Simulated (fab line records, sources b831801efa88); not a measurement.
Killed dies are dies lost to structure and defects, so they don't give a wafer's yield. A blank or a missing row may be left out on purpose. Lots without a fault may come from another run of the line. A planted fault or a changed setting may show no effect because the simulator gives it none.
Which tool did it? | flow sky130 | 6 lots, 18 wafers sampled, at 2 steps of a route of 708

WHAT THE GAUGES READ, wafer by wafer
SKY_NWELL_TW_MEAS_26.
lot  | measured     | on            | NWELL_2_TW
L541 | day 5 11:35  | film_metro-01 | 499.2 494.4 497.6
L544 | day 6 07:43  | film_metro-04 | 496.3 492.6 494.5
L547 | day 7 01:01  | film_metro-01 | 493.1 494.6 496.4
L556 | day 9 08:11  | film_metro-04 | 553.4 555.4 553.1
L560 | day 10 11:30 | film_metro-04 | 491.8 493.0 494.5
L563 | day 11 06:57 | film_metro-04 | 497.4 498.7 499.7

WHICH TOOL RAN EACH LOT (tool, then ch and the chambers of the sampled wafers, then the start)
lot  | SKY_NWELL_IMPLANT_24
L541 | implanter-03 ch 0, day 5 11:22
L544 | implanter-04 ch 0, day 6 07:28
L547 | implanter-02 ch 0, day 7 00:48
L556 | implanter-04 ch 0, day 9 07:56
L560 | implanter-03 ch 0, day 10 11:15
L563 | implanter-03 ch 0, day 11 06:42
- SKY_NWELL_IMPLANT_24

THE ANSWER, worked out from the rows above alone
Rule: what is usual is taken from the lots themselves. Put in order of their means at a reading, lots are off if they are a third of the lots or fewer, leave a main group of 4 or more, and stand apart from it by a gap of 3 or more times the standard deviation of the main group's means; of several such gaps the widest counts. A main group whose means are all the same, to the digits that the tables above print for the reading, isn't used. A lot without any number at a reading at which 4 lots or more have one is off too. The other lots that the step has rows for count as sound.
Off: L556, at SKY_NWELL_TW_MEAS_26 (NWELL_2_TW). The main group: mean 495.6, standard deviation 2.
A tool fits if, at a process step before that reading, it ran every lot that is off, and no sound lot after the first of them. The gauges at SKY_NWELL_TW_MEAS_26 are tried like those tools. One fits: implanter-04 at SKY_NWELL_IMPLANT_24. Its last sound lot is L544 (day 6 07:28), its first lot that is off L556 (day 9 07:56): a fault that began between those two fits.

WHAT THE SIMULATOR HAD PUT IN
Process parameter drift: implanter-04, from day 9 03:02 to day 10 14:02, at SKY_NWELL_IMPLANT_24. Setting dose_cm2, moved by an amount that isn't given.
Lots struck among those shown: L556. The rule above found the same.
